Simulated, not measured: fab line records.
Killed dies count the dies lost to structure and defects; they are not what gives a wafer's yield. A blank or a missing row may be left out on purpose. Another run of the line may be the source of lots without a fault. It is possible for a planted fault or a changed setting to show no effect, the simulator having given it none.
Which tool is to blame? | flow sky130 | route of 708 steps, sampled at 1 step: 12 lots, 36 wafers

WHAT THE GAUGES SHOWED, per wafer
SKY_FIELD_ISO_THK_MEAS_25.
lot  | measured    | on            | FIELD_ISO_CVD_24_THK (nm)
L075 | day 2 16:47 | film-metro-03 | 586 587 595
L077 | day 3 01:01 | film-metro-02 | 588 599 593
L079 | day 3 10:40 | film-metro-04 | 593 605 606
L081 | day 4 00:08 | film-metro-04 | 580 578 580
L083 | day 4 10:01 | film-metro-04 | 601 615 595
L085 | day 4 20:11 | film-metro-02 | 589 590 592
L087 | day 5 04:25 | film-metro-03 | 604 609 602
L089 | day 5 16:52 | film-metro-04 | 579 589 582
L091 | day 6 04:46 | film-metro-03 | 604 606 606
L093 | day 6 10:17 | film-metro-04 | 594 600 617
L095 | day 7 04:21 | film-metro-02 | 601 587 596
L097 | day 7 14:05 | film-metro-03 | 585 583 596

TOOL THAT RAN EACH LOT (tool first, then ch and the chambers of the sampled wafers, then the start)
There is no process step in the record ahead of these readings.

THE ANSWER, worked out from the rows above alone
Rule: the usual values come from the lots themselves. Put in order of their means at a reading, lots are off if they are a third of the lots or fewer, leave a main group of 4 or more, and stand apart from it by a gap of 3 or more times the standard deviation of the main group's means; of several such gaps the widest counts. Not used: any main group whose means are identical at the precision the tables above print for the reading. A lot without any number at a reading at which 4 lots or more have one is off too. The other lots that the step has rows for count as sound.
No lot is off on any of the readings shown, so nothing can be concluded from this.

WHAT THE SIMULATOR HAD INSERTED
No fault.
